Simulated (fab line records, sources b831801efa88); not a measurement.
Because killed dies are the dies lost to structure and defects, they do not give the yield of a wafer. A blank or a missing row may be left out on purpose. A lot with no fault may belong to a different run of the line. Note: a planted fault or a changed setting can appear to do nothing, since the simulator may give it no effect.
Code-filled problem report in 8D (eight disciplines) form / flow sky130 / the parts of the form that need people (team, actions taken, sign-off) are left out

== 1. THE PROBLEM ==
Wafers without a fault read 74.3 s, standard deviation 0.5; run-length-s at SKY_VIA3_ETCH_14 reads a mean of 55.4 s on 6 wafers belonging to 2 lots. That puts it -38 standard deviations away from the usual mean.
The step: etches BARC in N2/H2, stops on SiO2, time 45.9 s, target depth 60 nm.
Earliest sighting: wafer L197.2 on rie-diel-04 at day 40 05:10. Wafers with a number at this step in the record: 42, from 14 lots. Rule for "out" (also "out of limits"): further than 4 standard deviations from the usual mean. All remaining wafers that have a number are taken as sound.

== 2. WHAT IT IS, WHAT IT ISN'T ==
question=which readings at this step | is=run-length-s, oes-product-au | is not=drypump-motor-current-A, n2-flow-sccm, throttle-valve-pct
question=which lots | is=L197, L200 | is not=L194, L195, L199, L207, L208, L209, L210, L211, L214, L215, L216, L217
question=which wafers of those lots | is=all that have a number | is not=-
question=read on which tools | is=rie-diel-04 | is not=rie-diel-01, rie-diel-02
question=when | is=from day 40 05:10 | is not=up to then (6 sound wafers); but 30 sound wafers of L199, L207, L208, L209, L210, L211, L214, L215, L216, L217 came after

== 3. SUSPECTS, AND WHAT RULES EACH OUT ==
Counting: a tool at a process step up to the reading stays a suspect if it ran every lot that is out and no sound lot after the first of them.
- rie-diel-04 at SKY_VIA3_ETCH_14 (etches BARC in N2/H2, stops on SiO2, time 45.9 s, target depth 60 nm): ruled out as a lasting fault. The sound lots L214, L216, L217 went through it after L197, its earliest lot that is out (day 40 05:10).
Left after counting: nothing in the record.

== 4. THE CAUSE (what the simulator had put in) ==
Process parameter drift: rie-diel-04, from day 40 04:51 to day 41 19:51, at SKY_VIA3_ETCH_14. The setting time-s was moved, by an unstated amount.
Counting ruled it out, wrongly.

== 5. SEQUENCE OF EFFECTS, ordered by route ==
Each row: a reading whose mean over the struck wafers that have a number lies more than 3 standard deviations from the usual. Scope: only readings with a usual standard deviation given in the record; hours: median across lots of the time from each lot's start at the first step in this table that gives one to its start at this step; sigmas: change in usual standard deviations.
hours=0; step=SKY_VIA3_ETCH_14; reading=oes-product-au; usual=0.854 a.u.; on struck wafers=1.005; change=+0.151; sigmas=+33
hours=0; step=SKY_VIA3_ETCH_14; reading=run-length-s; usual=74.3 s; on struck wafers=55.4; change=-18.9; sigmas=-38
hours=0; step=SKY_VIA3_ETCH_15; reading=oes-product-au; usual=0.946 a.u.; on struck wafers=0.373; change=-0.573; sigmas=-99 or more
hours=0; step=SKY_VIA3_STRIP_16; reading=strip-time-to-endpoint-s; usual=4.12 s; on struck wafers=4.29; change=+0.17; sigmas=+5.2
It contains these process steps:
- SKY_VIA3_ETCH_14: etches BARC in N2/H2, stops on SiO2, time 45.9 s, target depth 60 nm.
- SKY_VIA3_ETCH_15: etches SiO2 in C4F8/O2/Ar, stops on TiN, target depth 507 nm, time 78 s.
- SKY_VIA3_STRIP_16: strips in O2/N2.

== 6. WHAT WOULD HAVE CAUGHT IT SOONER ==
In this record no reading fell out of limits until day 40 05:10, 0 hours after the fault had begun at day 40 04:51.
